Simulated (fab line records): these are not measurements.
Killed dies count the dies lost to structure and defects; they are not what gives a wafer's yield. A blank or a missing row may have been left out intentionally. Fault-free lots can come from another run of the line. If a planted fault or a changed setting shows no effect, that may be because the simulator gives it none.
Matching of chambers | flow sky130 | cmp-01 running SKY_LI_CONTACT_CMP_24: 4 sister chambers
The step polishes, stops on PSG, t overpolish 20 s, target thk 0 nm. 4 wafers are shown with their chamber, then 6 later ones without.

## WAFERS, EACH WITH ITS CHAMBER
wafer  | chamber | motor_current_A (A)
L942.1 | 2       | 8.9
L942.5 | 1       | 10.1
L947.1 | 0       | 11.5
L947.2 | 3       | 10.1

## WAFERS MISSING THEIR CHAMBER
wafer  | motor_current_A (A)
L947.6 | 11.1
L946.1 | 10.1
L946.5 | 8.4
L946.6 | 10.0
L952.1 | 10.4
L952.3 | 12.3

## EACH ONE'S CHAMBER
wafer  | from the rows above          | in truth
L947.6 | can't be placed: 0 or 1 or 3 | 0
L946.1 | can't be placed: 1 or 3      | 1
L946.5 | 2                            | 2
L946.6 | can't be placed: 1 or 3      | 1
L952.1 | can't be placed: 1 or 3 or 0 | 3
L952.3 | 0                            | 0
Correct placement for 2 of the 6. Not placeable from these rows: 4 (in 4, the candidates include the true chamber). Placed wrongly: 0.
How it was worked out, from the rows above alone: a wafer's distance from a chamber is the root of the sum, over the readings, of the square of ((its reading less the chamber's mean) divided by the reading's scatter). If the next closest chamber is less than 2 further off than the closest, the wafer can't be placed; otherwise it belongs to the closest. For every chamber, the mean is computed from those of its wafers that are shown. The scatter: with one shown wafer a chamber, the root of the mean of the squares of how far each hidden wafer lies from its nearest shown one.
